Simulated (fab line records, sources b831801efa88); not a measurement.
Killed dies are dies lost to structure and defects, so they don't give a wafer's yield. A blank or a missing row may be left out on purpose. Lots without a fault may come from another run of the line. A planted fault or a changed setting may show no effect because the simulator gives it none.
fab line records | flow sky130
record lots=12 wafers=36 last_day=50
route steps=708 shown DNWELL@44 PWDE@52 NWELL@78 VT_ADJUST_HVTP@95 VT_ADJUST_LVTN@104 PAD_OPEN@708
lots that met no fault: from a run of the same line without faults
start_h: hours from the record's first day to the start of the lot's first wafer shown | wait_h: hours since the lot's step before | " the same as in the row above | L1.1+2: a row that stands for several wafers | - no value, or no start given | * or withheld: withheld | < > ~ a bound
route shown NAME@n: a module of which the file shows steps, and the number in the route of the first | usual: mean/standard deviation of fault-free wafers | same: alike in all rows | chamber/n: place in a boat | sites: the reading at each site | _std_site: their standard deviation | _edge_site: outer sites' mean less inner sites' | radius_mm: how far each site lies from the wafer's centre | mask NAME#n: copy n | behind: the tool/chamber that last shaped the wafer | hold: why the lot was held/for how many hours/how that ended | device: the transistor (n, p or np) that didn't switch | end of line: the same wafers' tests at the end of the route | a step without rows: its recipe alone | killed: dies lost to structure and defects at the first sort, not the wafer's yield | map: a wafer's dies, x killed, . not, _ none there
set.NAME: the setting as run; set.NAME@STEP: as run at that earlier step | model.NAME: the simulator's own value behind a step, which no gauge read
steps of the route over a sample of lots; a table a step, a row a wafer
services: from which hour (start_h, from the record's first day; less than 0 if before it) a tool's chamber was out of use, for how many hours, and why
## steps
# step SKY_DNWELL_TW_MEAS_09
# usual DNWELL_TW=1107/13
# columns lot.wafer tool chamber start_h wait_h DNWELL_TW
L352.1 film_metro-01 - 54.20 0.1 1120
L352.3 " - " " 1123
L352.4 " - " " 1122
L353.4 film_metro-01 - 58.17 0.1 1122
L353.5 " - " " 1126
L353.6 " - " " 1124
L357.1 film_metro-03 - 80.80 0.1 1087
L357.2 " - " " 1089
L357.6 " - " " 1087
L359.1 film_metro-02 - 91.42 0.1 1107
L359.3 " - " " 1104
L359.4 " - " " 1110
L363.2 film_metro-02 - 111.91 0.1 1103
L363.3 " - " " 1099
L363.4 " - " " 1098
L362.2 film_metro-02 - 112.89 0.1 1103
L362.4 " - " " 1095
L362.5 " - " " 1098
L365.1 film_metro-01 - 126.54 0.1 1115
L365.3 " - " " 1123
L365.5 " - " " 1113
L366.3 film_metro-03 - 131.25 0.1 1095
L366.4 " - " " 1090
L366.5 " - " " 1089
L372.1 film_metro-03 - 161.53 0.1 1101
L372.5 " - " " 1101
L372.6 " - " " 1099
L373.1 film_metro-01 - 166.78 0.1 1123
L373.3 " - " " 1125
L373.4 " - " " 1123
L374.1 film_metro-03 - 174.20 0.1 1100
L374.2 " - " " 1099
L374.5 " - " " 1099
L375.2 film_metro-03 - 179.40 0.1 1106
L375.4 " - " " 1113
L375.6 " - " " 1106
# step SKY_PWDE_OVL_MEAS_07
# usual PWDE_OVL=0.0/1.2
# columns lot.wafer tool chamber start_h wait_h PWDE_OVL[nm]
L352.1 overlay-01 - 70.34 - -0.9
L352.3 " - " " -1.4
L352.4 " - " " -0.5
L353.4 overlay-01 - 74.31 - -0.7
L353.5 " - " " -1.6
L353.6 " - " " -1.5
L357.1 overlay-02 - 96.59 - 0.1
L357.2 " - " " 0.9
L357.6 " - " " 0.6
L359.1 overlay-01 - 108.63 - 1.5
L359.3 " - " " 2.3
L359.4 " - " " 0.9
L363.2 overlay-01 - 130.34 - 0.8
L363.3 " - " " 1.1
L363.4 " - " " 2.3
L362.2 overlay-01 - 130.64 - -0.8
L362.4 " - " " -1.0
L362.5 " - " " 1.0
L365.1 overlay-02 - 145.06 - 1.0
L365.3 " - " " 0.2
L365.5 " - " " 1.3
L366.3 overlay-01 - 150.58 - 0.9
L366.4 " - " " -0.4
L366.5 " - " " 0.7
L372.1 overlay-02 - 181.84 - 0.2
L372.5 " - " " -2.0
L372.6 " - " " 0.7
L373.1 overlay-02 - 187.23 - -0.9
L373.3 " - " " 0.4
L373.4 " - " " 0.3
L374.1 overlay-01 - 195.01 - 0.4
L374.2 " - " " -0.1
L374.5 " - " " 2.3
L375.2 overlay-01 - 200.59 - -0.3
L375.4 " - " " 0.2
L375.6 " - " " 0.7
# step SKY_NWELL_STRIP_25
# recipe chemistry=O2/N2 power_w=1400 pressure_mtorr=1500 platen_temp_c=withheld o2_flow_sccm=3000 n2_flow_sccm=300 overash_fraction=0.5
# usual chamber_pressure_mTorr=1499.9/2 drypump_motor_current_A=5.8/0.57 oes_product_au=0.723/0.0047 strip_time_to_endpoint_s=36.94/0.11
# columns lot.wafer tool chamber start_h wait_h chamber_pressure_mTorr drypump_motor_current_A oes_product_au rf_hours_counter_h strip_time_to_endpoint_s
L352.1 plasma_asher-03 0 104.59 0.1 1498.1 5.7 0.725 43 36.85
L352.3 " 0 " " 1500.0 5.8 0.729 - 36.83
L352.4 " 1 " " 1497.8 5.5 0.732 - 36.91
L353.4 plasma_asher-04 0 108.82 0.1 1500.4 6.4 0.719 - 36.71
L353.5 " 1 " " 1498.2 6.2 0.722 - 36.64
L353.6 " 0 " " 1500.3 6.4 0.721 - 36.68
L357.1 plasma_asher-01 1 133.55 0.1 1500.2 6.2 0.719 46 36.88
L357.2 " 0 " " 1499.8 4.8 0.720 46 36.93
L357.6 " 1 " " 1499.7 6.2 0.730 - 36.93
L359.1 plasma_asher-01 1 147.05 0.1 1499.3 6.2 0.722 47 36.89
L359.3 " 1 " " 1501.2 6.2 0.728 - 36.92
L359.4 " 0 " " 1498.0 4.8 0.717 - 36.87
L363.2 plasma_asher-03 1 171.00 0.1 1499.3 5.4 0.728 5 36.84
L363.3 " 1 " " 1497.9 5.5 0.721 - 36.97
L363.4 " 0 " " 1499.5 5.8 0.723 - 36.75
L362.2 plasma_asher-03 1 171.70 0.1 1497.3 5.5 0.717 5 36.99
L362.4 " 0 " " 1500.1 5.7 0.731 - 36.93
L362.5 " 0 " " 1498.7 5.8 0.725 - 36.96
L365.1 plasma_asher-04 0 185.97 0.1 - - - - -
L365.3 " 1 " " - - - - -
L365.5 " 0 " " - - - - -
L366.3 plasma_asher-04 0 192.77 0.1 - - - - -
L366.4 " 1 " " - - - - -
L366.5 " 1 " " - - - - -
L372.1 plasma_asher-01 1 225.27 0.1 1499.1 6.2 0.719 55 37.14
L372.5 " 0 " " 1496.9 4.8 0.721 - 37.09
L372.6 " 1 " " 1502.3 6.2 0.727 - 37.10
L373.1 plasma_asher-04 0 230.39 0.1 1497.5 6.5 0.732 52 36.99
L373.3 " 0 " " 1498.7 6.5 0.721 - 37.15
L373.4 " 1 " " 1517.0 6.2 0.725 - 37.06
L374.1 plasma_asher-04 0 239.52 0.1 1501.6 6.5 0.725 53 37.00
L374.2 " 1 " " 1502.0 6.2 0.721 53 36.97
L374.5 " 0 " " 1497.9 6.5 0.729 - 37.00
L375.2 plasma_asher-03 1 244.77 0.1 1500.5 5.5 0.728 13 36.92
L375.4 " 0 " " 1499.5 5.8 0.723 - 36.98
L375.6 " 0 " " 1499.8 5.8 0.724 - 36.94
# step SKY_VT_ADJUST_HVTP_STRIP_10
# recipe chemistry=O2/N2 power_w=1400 pressure_mtorr=1500 platen_temp_c=withheld o2_flow_sccm=3000 n2_flow_sccm=300 overash_fraction=0.5
# usual chamber_pressure_mTorr=1500.1/1.4 drypump_motor_current_A=5.6/0.32 oes_product_au=0.715/0.0047 strip_time_to_endpoint_s=14.16/0.042
# columns lot.wafer tool chamber start_h wait_h chamber_pressure_mTorr drypump_motor_current_A oes_product_au rf_hours_counter_h strip_time_to_endpoint_s
L352.1 plasma_asher-03 1 122.72 0.1 1502.1 5.4 0.726 1 14.20
L352.3 " 1 " " 1500.0 5.5 0.716 - 14.20
L352.4 " 0 " " 1498.8 5.7 0.719 - 14.18
L353.4 plasma_asher-03 1 128.45 0.1 1499.1 5.4 0.709 - 14.17
L353.5 " 0 " " 1496.9 5.7 0.720 - 14.17
L353.6 " 1 " " 1500.7 5.5 0.714 - 14.18
L357.1 plasma_asher-01 1 153.42 0.1 1502.3 6.2 0.710 48 14.14
L357.2 " 0 " " 1499.9 4.8 0.708 48 14.16
L357.6 " 0 " " 1499.8 4.8 0.716 - 14.12
L359.1 plasma_asher-03 0 167.61 0.1 1499.7 5.8 0.719 5 14.13
L359.3 " 1 " " 1500.2 5.5 0.715 - 14.16
L359.4 " 0 " " 1500.2 5.8 0.717 - 14.15
L363.2 plasma_asher-03 1 192.65 0.1 1497.4 5.5 0.711 7 14.16
L363.3 " 1 " " 1500.8 5.5 0.714 - 14.17
L363.4 " 0 " " 1497.9 5.8 0.719 - 14.14
L362.2 plasma_asher-02 0 193.51 0.1 1498.7 5.6 0.719 38 14.12
L362.4 " 0 " " 1500.0 5.6 0.718 - 14.12
L362.5 " 0 " " 1500.6 5.6 0.712 - 14.16
L365.1 plasma_asher-03 0 208.29 0.1 1497.8 5.7 0.729 9 58.80
L365.3 " 0 " " 1502.0 5.8 0.732 - 58.73
L365.5 " 1 " " 1500.6 5.5 0.731 - 58.84
L366.3 plasma_asher-01 0 214.92 0.1 1496.8 4.8 0.729 - 58.54
L366.4 " 1 " " 1499.4 6.2 0.726 - 58.64
L366.5 " 1 " " 1500.2 6.2 0.731 - 58.56
L372.1 plasma_asher-02 0 248.74 0.1 1501.5 5.6 0.714 43 14.16
L372.5 " 0 " " 1499.8 5.6 0.715 - 14.15
L372.6 " 1 " " 1499.2 5.8 0.719 - 14.16
L373.1 plasma_asher-02 0 254.12 0.1 1498.2 5.6 0.709 44 14.15
L373.3 " 1 " " 1499.8 5.8 0.711 - 14.12
L373.4 " 0 " " 1500.8 5.6 0.721 - 14.12
L374.1 plasma_asher-01 1 263.79 0.1 1502.4 6.2 0.712 59 14.25
L374.2 " 0 " " 1502.2 4.8 0.715 59 14.27
L374.5 " 0 " " 1499.4 4.8 0.712 - 14.25
L375.2 plasma_asher-02 1 269.41 0.1 1500.7 5.8 0.711 45 14.13
L375.4 " 1 " " 1500.8 5.8 0.709 - 14.12
L375.6 " 0 " " 1499.7 5.6 0.711 - 14.12
# step SKY_VT_ADJUST_HVTP_TW_MEAS_11
# usual VT_ADJUST_HVTP_TW=1345/11
# columns lot.wafer tool chamber start_h wait_h hold VT_ADJUST_HVTP_TW
L352.1 film_metro-04 - 122.82 0.1 - 1359
L352.3 " - " " - 1358
L352.4 " - " " - 1364
L353.4 film_metro-03 - 128.55 0.1 - 1329
L353.5 " - " " - 1329
L353.6 " - " " - 1331
L357.1 film_metro-04 - 153.52 0.1 - 1351
L357.2 " - " " - 1358
L357.6 " - " " - 1355
L359.1 film_metro-03 - 167.71 0.1 - 1331
L359.3 " - " " - 1328
L359.4 " - " " - 1340
L363.2 film_metro-03 - 192.76 0.1 - 1339
L363.3 " - " " - 1341
L363.4 " - " " - 1344
L362.2 film_metro-04 - 193.62 0.1 - 1351
L362.4 " - " " - 1349
L362.5 " - " " - 1349
L365.1 film_metro-04 - 208.39 0.1 await_dispo/0.2h/release 30
L365.3 " - " " await_dispo/0.2h/release 30
L365.5 " - " " await_dispo/0.2h/release 30
L365.1 film_metro-04 - 208.62 0.2 - 30
L365.3 " - " " - 30
L365.5 " - " " - 30
L366.3 film_metro-03 - 215.01 0.1 await_dispo/0.2h/release 30
L366.4 " - " " await_dispo/0.2h/release 30
L366.5 " - " " await_dispo/0.2h/release 30
L366.3 film_metro-03 - 215.23 0.2 - 30
L366.4 " - " " - 30
L366.5 " - " " - 30
L372.1 film_metro-03 - 248.84 0.1 - 1330
L372.5 " - " " - 1330
L372.6 " - " " - 1323
L373.1 film_metro-04 - 254.22 0.1 - 1350
L373.3 " - " " - 1350
L373.4 " - " " - 1343
L374.1 film_metro-03 - 263.89 0.1 - 1340
L374.2 " - " " - 1336
L374.5 " - " " - 1348
L375.2 film_metro-04 - 269.52 0.1 - 1347
L375.4 " - " " - 1352
L375.6 " - " " - 1351
# step SKY_VT_ADJUST_LVTN_OVL_MEAS_07
# usual VT_ADJUST_LVTN_OVL=0.0/1.2
# columns lot.wafer tool chamber start_h wait_h VT_ADJUST_LVTN_OVL[nm]
L352.1 overlay-01 - 142.20 - -1.1
L352.3 " - " " -0.3
L352.4 " - " " 0.5
L353.4 overlay-01 - 147.67 - -0.3
L353.5 " - " " 0.1
L353.6 " - " " 0.5
L357.1 overlay-01 - 173.03 - 0.1
L357.2 " - " " 0.0
L357.6 " - " " 0.1
L359.1 overlay-02 - 188.00 - -1.1
L359.3 " - " " -1.3
L359.4 " - " " -1.8
L363.2 overlay-01 - 213.94 - 1.5
L363.3 " - " " 2.3
L363.4 " - " " 2.0
L362.2 overlay-02 - 214.86 - -2.9
L362.4 " - " " -1.8
L362.5 " - " " -1.4
L372.1 overlay-01 - 273.18 - 0.7
L372.5 " - " " 1.0
L372.6 " - " " -0.3
L373.1 overlay-02 - 278.35 - -1.7
L373.3 " - " " -1.9
L373.4 " - " " -0.7
L374.1 overlay-02 - 288.08 - -0.9
L374.2 " - " " 1.4
L374.5 " - " " 0.5
L375.2 overlay-01 - 293.89 - 0.1
L375.4 " - " " -0.6
L375.6 " - " " 1.5
# step SKY_PAD_OPEN_PROBE_99
# usual defect_limited_yield=82.4/1.7 killed_at_M0_to_M3=43/6.4 killed_at_M4_up=3.5/1.8 killed_at_contacts=25/5.7 killed_at_front_end=15/3.9 killed_at_other=0.3/0.67 killed_dies=87/8.6 killed_open=47/6.7 killed_short=39/5.9 sort_bin_3_pad_short=0.9/0.43 sort_bin_5_function=10.4/1.3 sort_bin_6_memory=6.3/1.1 sort_n_pass=405/8.6 sort_yield_pct=82.4/1.7
# same gross_dies=492 killed_at_back_side=0 sort_bin_4_leakage[%]=0 sort_bin_8_speed[%]=0
# columns lot.wafer tool chamber start_h wait_h defect_limited_yield[%] killed_at_M0_to_M3 killed_at_M4_up killed_at_contacts killed_at_front_end killed_at_other killed_dies killed_open killed_short sort_bin_3_pad_short[%] sort_bin_5_function[%] sort_bin_6_memory[%] sort_n_pass sort_yield_pct[%]
L352.1 prober-02 - 1073.03 0.1 86.6 37 2 17 10 0 66 40 26 0.4 8.7 4.3 426 86.6
L352.3 prober-02 - 1073.13 0.2 83.1 35 5 27 14 2 83 45 38 0.4 11.8 4.7 409 83.1
L352.4 prober-02 - 1073.18 0.2 81.3 44 5 22 21 0 92 50 42 1.0 11.2 6.5 400 81.3
# killed by level:class
L352.1 VIA3:geometric_particle:open=10 CONTACT:geometric_particle:open=6 VIA2:geometric_particle:open=6 POLY_GATE:geometric_particle:open=5 VIA1:geometric_particle:open=5 METAL1:geometric_particle:short=4 LI_CONTACT:geometric_particle:open=4 VIA2:geometric_particle:short=3
L352.3 LI_CONTACT:geometric_particle:open=9 CONTACT:geometric_particle:open=7 CONTACT:geometric_particle:short=7 VIA1:geometric_particle:open=6 VIA3:geometric_particle:open=6 METAL4:geometric_particle:short=5 POLY_GATE:geometric_particle:open=4 METAL2:geometric_particle:short=4
L352.4 VIA3:geometric_particle:open=10 VIA1:geometric_particle:open=8 LI_CONTACT:geometric_particle:open=8 FIELD_ISO:geometric_particle:open=7 SPACER:geometric_particle:short=6 CONTACT:geometric_particle:open=6 LOCAL_INTERCONNECT:geometric_particle:short=4 METAL4:geometric_particle:short=4
## services
# columns tool chamber start_h hours kind
plasma_asher-03 - 108.75 9.0 pm
plasma_asher-03 0 108.75 9.0 vent_cycle
plasma_asher-03 1 108.75 9.0 vent_cycle
plasma_asher-03 0 117.75 - clean
plasma_asher-03 1 117.75 - clean
## key
first_sign step=SKY_NWELL_STRIP_25 reading=tool_record direction=missing
effect step=SKY_VT_ADJUST_HVTP_STRIP_10 reading=strip_time_to_endpoint_s direction=up sigmas=99+ usual=* struck=*
effect step=SKY_VT_ADJUST_HVTP_TW_MEAS_11 reading=visit direction=added
effect step=SKY_VT_ADJUST_HVTP_TW_MEAS_11 reading=VT_ADJUST_HVTP_TW direction=down sigmas=99+ usual=1345 struck=30
met_at SKY_NWELL_STRIP_25
struck_lots L365,L366
scrapped_behind SKY_VT_ADJUST_HVTP_TW_MEAS_11 L365.1,L365.3,L365.5,L366.3,L366.4,L366.5
not_acting_at SKY_DNWELL_TW_MEAS_09,SKY_PWDE_OVL_MEAS_07,SKY_VT_ADJUST_LVTN_OVL_MEAS_07
onset_between 108.82 185.97
fault kind=skipped_step_whole tool=plasma_asher-04 chamber=- onset_h=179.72 steps=SKY_NWELL_STRIP_25 scope=struck_lots_only
